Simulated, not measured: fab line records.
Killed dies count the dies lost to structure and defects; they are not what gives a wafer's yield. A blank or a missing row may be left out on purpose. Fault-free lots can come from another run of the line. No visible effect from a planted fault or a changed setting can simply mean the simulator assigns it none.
Matching of chambers -- flow gf180mcu -- GF_V1_CMP_04 on cmp-01 has 4 sister chambers
The step polishes SiO2. 14 wafers are shown with their chamber, then 6 later ones without.

WAFERS, EACH WITH ITS CHAMBER
wafer,chamber,motorCurrentA (A),timeToEndpointS (s)
L137.1,1,12.2,76
L137.2,2,10.6,70
L137.3,0,11.4,82
L139.1,2,10.8,74
L139.2,1,13.0,74
L139.4,3,11.5,78
L148.2,1,12.5,74
L148.5,1,12.2,79
L151.1,2,10.0,76
L151.2,0,11.9,84
L151.5,1,12.4,75
L152.2,3,11.7,76
L152.3,1,12.5,74
L152.5,1,12.7,80

SIGNATURES (averages over the wafers above)
reading,chamber 0,chamber 1,chamber 2,chamber 3,scatter within a chamber
motorCurrentA,11.650,12.500,10.467,11.600,0.312
timeToEndpointS,83.00,76.00,73.33,77.00,2.46
Rule: for a wafer and a chamber, the distance is found by dividing, reading by reading, the gap between the wafer's reading and the chamber's mean by the reading's scatter, squaring, summing and taking the root. The wafer belongs to the nearest chamber; if the next one is less than 2 further off, it can't be placed. The scatter: the root of (the sum of the squares of (reading less its chamber's mean) over the shown wafers, divided by (wafers less chambers)).

WAFERS WHOSE CHAMBER IS MISSING
wafer,motorCurrentA (A),timeToEndpointS (s)
L155.1,12.5,80
L155.4,12.8,89
L155.5,11.2,82
L159.3,11.8,76
L159.4,12.2,83
L159.5,11.7,94

WHICH CHAMBER EACH ONE RAN IN
wafer,from the rows above,in truth
L155.1,can't be placed: 1 or 0 or 3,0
L155.4,can't be placed: 0 or 1 or 3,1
L155.5,can't be placed: 0 or 3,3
L159.3,can't be placed: 3 or 1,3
L159.4,can't be placed: 0 or 1 or 3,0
L159.5,0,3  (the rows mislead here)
0 of 6 placed correctly. Unplaceable from these rows: 5, with the true chamber sitting among the candidates in 5. Placed wrongly: 1.
